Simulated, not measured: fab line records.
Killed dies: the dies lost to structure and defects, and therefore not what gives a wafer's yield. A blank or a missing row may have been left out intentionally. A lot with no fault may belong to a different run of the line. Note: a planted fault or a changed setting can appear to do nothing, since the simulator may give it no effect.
A struck lot beside a sound one    flow gf180mcu    15 out of 602 route steps
Sound: these wafers, L304.1, L304.4, L304.6. Wafers struck: L321.1, L321.3, L321.5. The cause comes at the end.
At each step with rows: each side's tool, then ch and its chambers, then its first start. Under that, the readings that differ: sound wafers    struck wafers    difference of the means    sigmas: that difference in standard deviations of wafers without a fault.
alike: words and numbers the same on both sides, and readings whose means are apart by under 2 such deviations; not compared: readings that were withheld, readings missing a value for some wafer, numbers with overlapping values and no deviation given by the record, and bounds like >300 which may hide the same value.
The two part at a step that has a row with sigmas, a row that says differs or no value, or rows on one side only. Non-overlapping numbers with no deviation appear without sigmas and do not part them. A reading missing from all wafers of one side parts the sides only when that side holds two or more wafers.

GF_HV_LDD_STRIP_10: strips in O2/N2.
  sound on plasma asher-04 ch 1, day 9 18:19; struck on plasma asher-01 ch 0,1, day 15 06:37
reading                       sound                 struck                difference  sigmas
heater power w (W)            430 429 431           301 347 297           -115        -3
strip time to endpoint s (s)  12.641 12.625 12.673  12.562 12.605 12.561  -0.070      -3
  alike: drypump motor current A, oes product au
  not compared: rf hours counter h
GF_HV_LDD_TW_MEAS_11:
  sound on film metro-03 at day 9 18:25; struck on film metro-03 at day 15 06:43
  alike: HV_LDD_TW
then, 7 steps without rows for these wafers: GF_HV_LDD_DEHYDRATE_12 (time 60 s); GF_HV_LDD_HMDS_13 (prime time 60 s); GF_HV_LDD_COAT_14 (resist thk 1000 nm); GF_HV_LDD_SOFTBAKE_15 (time 60 s); GF_HV_LDD_EXPOSE_16 (exposes mask Pplus LV AREA, target cd 400 nm); GF_HV_LDD_PEB_17; GF_HV_LDD_DEVELOP_18 (develop time 60 s).
GF_HV_LDD_CD_MEAS_19: the cd target is 400 nm.
  sound on cd sem-02 at day 10 12:09; struck on cd sem-01 at day 16 04:09
  alike: cd nm
GF_HV_LDD_OVL_MEAS_20:
  sound on overlay-01 at day 10 12:16; struck on overlay-02 at day 16 04:16
  alike: HV_LDD_01_OVL
following that, these wafers have no rows for 1 step: GF_HV_LDD_IMPLANT_21.
GF_HV_LDD_STRIP_22: strips in O2/N2.
  sound on plasma asher-02 ch 0,1, day 10 12:28; struck on plasma asher-02 ch 0,1, day 16 04:28
reading                       sound              struck             difference                     sigmas
oes product au (a.u.)         0.708 0.715 0.706  0.875 0.871 0.869  +0.162                         +33
strip time to endpoint s (s)  12.64 12.68 12.65  - - -              no value on the struck wafers  
  alike: drypump motor current A, heater power w
  not compared: rf hours counter h
GF_HV_LDD_TW_MEAS_23:
  sound on film metro-03 at day 10 12:34; struck on film metro-01 at day 16 04:34
  alike: HV_LDD_2_TW
GF_PASSIVATION_PROBE_99:
  the record has rows for the sound wafers here (prober-02, day 28 13:39) and none for the struck ones

## WHERE THEY PART
Earliest at GF_HV_LDD_STRIP_10; latest, in this record, at GF_PASSIVATION_PROBE_99.

WHY: what had been put in by the simulator
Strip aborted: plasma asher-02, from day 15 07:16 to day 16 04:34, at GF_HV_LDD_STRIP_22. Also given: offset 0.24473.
